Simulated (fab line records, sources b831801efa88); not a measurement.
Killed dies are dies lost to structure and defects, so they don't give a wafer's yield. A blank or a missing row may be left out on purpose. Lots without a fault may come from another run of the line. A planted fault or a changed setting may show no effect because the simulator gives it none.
Which tool did it? | flow sky130 | 14 lots, 42 wafers sampled, at 2 steps of a route of 708

WHAT THE GAUGES READ, wafer by wafer
The record holds no reading of a measuring or inspecting step that can be judged against a usual standard deviation.

WHICH TOOL RAN EACH LOT (tool, then ch and the chambers of the sampled wafers, then the start)
lot  | SKY_METAL3_ETCH_16                | SKY_PAD_OPEN_PROBE_99
L349 | rie_metal-04 ch 0,1, day 38 19:43 | -
L353 | rie_metal-01 ch 0,1, day 40 05:55 | -
L355 | rie_metal-01 ch 0,1, day 40 15:46 | prober-02, day 47 14:19
L356 | rie_metal-01 ch 0,1, day 41 02:37 | prober-01, day 47 21:26
L361 | rie_metal-04 ch 0, day 42 15:01   | -
L364 | rie_metal-02 ch 0,1, day 43 11:43 | prober-01, day 49 17:43
L363 | rie_metal-02 ch 0,1, day 43 13:51 | -
L366 | rie_metal-04 ch 0,1, day 43 23:55 | -
L365 | rie_metal-04 ch 1, day 44 03:28   | prober-02, day 50 07:38
L367 | rie_metal-04 ch 0,1, day 44 10:19 | -
L368 | rie_metal-01 ch 0,1, day 44 13:59 | -
L369 | rie_metal-02 ch 0,1, day 44 17:59 | -
L370 | rie_metal-02 ch 0,1, day 44 22:20 | -
L371 | rie_metal-01 ch 0,1, day 45 02:04 | -
- SKY_METAL3_ETCH_16: etches BARC in N2/H2, stops on SiO2, time 88.2 s, target depth 60 nm.
- SKY_PAD_OPEN_PROBE_99

WHAT THE TOOLS THEMSELVES READ (means of the sampled wafers that have a number; where no wafer has one, the mark that the record gives instead)
SKY_METAL3_ETCH_16. Usual: bias_w 99.99 W, standard deviation 0.3; drypump_motor_current_A 5.9 A, standard deviation 0.37; oes_product_au 0.626 a.u., standard deviation 0.0046; throttle_valve_pct 13.205 %, standard deviation 0.0095.
lot  | tool         | bias_w (W) | drypump_motor_current_A (A) | oes_product_au (a.u.) | throttle_valve_pct (%) | flag
L349 | rie_metal-04 | 99.82      | 5.7                         | 0.628                 | 13.202                 |
L353 | rie_metal-01 | 100.20     | 6.1                         | 0.621                 | 13.199                 |
L355 | rie_metal-01 | 101.50     | 6.1                         | 0.623                 | 13.206                 | OFF
L356 | rie_metal-01 | 101.50     | 6.1                         | 0.629                 | 13.212                 | OFF
L361 | rie_metal-04 | 99.91      | 5.4                         | 0.627                 | 13.206                 |
L364 | rie_metal-02 | 100.07     | 6.3                         | 0.624                 | 13.206                 |
L363 | rie_metal-02 | 99.89      | 6.3                         | 0.627                 | 13.204                 |
L366 | rie_metal-04 | 100.40     | 5.6                         | 0.628                 | 13.207                 |
L365 | rie_metal-04 | 100.40     | 5.8                         | 0.626                 | 13.192                 |
L367 | rie_metal-04 | 99.71      | 5.7                         | 0.623                 | 13.211                 |
L368 | rie_metal-01 | 99.82      | 6.1                         | 0.626                 | 13.203                 |
L369 | rie_metal-02 | 100.06     | 6.1                         | 0.628                 | 13.200                 |
L370 | rie_metal-02 | 99.90      | 6.3                         | 0.625                 | 13.205                 |
L371 | rie_metal-01 | 99.55      | 6.1                         | 0.630                 | 13.206                 |

SKY_PAD_OPEN_PROBE_99. Usual: defect_limited_yield 82.8 %, standard deviation 1.8; killed_at_M0_to_M3 42, standard deviation 6.4; killed_at_M4_up 3.0, standard deviation 2; killed_at_contacts 24, standard deviation 5.2; killed_at_front_end 14, standard deviation 4.2; killed_at_other 0.4, standard deviation 0.72; killed_dies 84, standard deviation 9; killed_on_rim 16, standard deviation 3.7; killed_open 46, standard deviation 6.6; killed_short 38, standard deviation 6; sort_bin_3_pad_short 0.9 %, standard deviation 0.4; sort_bin_5_function 10.1 %, standard deviation 1.4; sort_bin_6_memory 6.2 %, standard deviation 1.1; sort_n_pass 408, standard deviation 9; sort_yield_pct 82.8 %, standard deviation 1.8.
lot  | tool      | defect_limited_yield (%) | killed_at_M0_to_M3 | killed_at_M4_up | killed_at_contacts | killed_at_front_end | killed_at_other | killed_dies | killed_on_rim | killed_open | killed_short | sort_bin_3_pad_short (%) | sort_bin_5_function (%) | sort_bin_6_memory (%) | sort_n_pass | sort_yield_pct (%) | flag
L355 | prober-02 | 84.0                     | 40                 | 2.0             | 22                 | 15                  | 0.0             | 79          | 18            | 41          | 37           | 0.7                      | 9.6                     | 5.6                   | 413         | 84.0               |
L356 | prober-01 | 81.6                     | 45                 | 4.7             | 28                 | 12                  | 0.3             | 90          | 16            | 43          | 46           | 0.7                      | 10.5                    | 7.1                   | 402         | 81.6               |
L364 | prober-01 | 84.3                     | 43                 | 3.7             | 22                 | 9                   | 0.0             | 77          | 15            | 44          | 34           | 0.5                      | 9.6                     | 5.6                   | 415         | 84.3               |
L365 | prober-02 | 84.1                     | 44                 | 3.0             | 21                 | 9                   | 1.0             | 78          | 15            | 39          | 39           | 1.3                      | 9.1                     | 5.5                   | 414         | 84.1               |

THE ANSWER, worked out from the rows above alone
Rule: a lot is off if the mean of its wafers that have a number lies more than 3 standard deviations from the usual mean. A lot without any number at a reading at which 4 lots or more have one is off too. The other lots that the step has rows for count as sound. The gauges are gone through in route order, then the tools' own readings, and for those a lot's mean is taken as printed above. The first step at which some lot is off is used, and at that step the reading that is off furthest; a lot without a number counts as furthest.
Off: L355, L356, at SKY_METAL3_ETCH_16 (bias_w).
A tool fits if, at that step or a process step before it, it ran every lot that is off, and no sound lot after the first of them. None of those tried fits.

WHAT THE SIMULATOR HAD PUT IN
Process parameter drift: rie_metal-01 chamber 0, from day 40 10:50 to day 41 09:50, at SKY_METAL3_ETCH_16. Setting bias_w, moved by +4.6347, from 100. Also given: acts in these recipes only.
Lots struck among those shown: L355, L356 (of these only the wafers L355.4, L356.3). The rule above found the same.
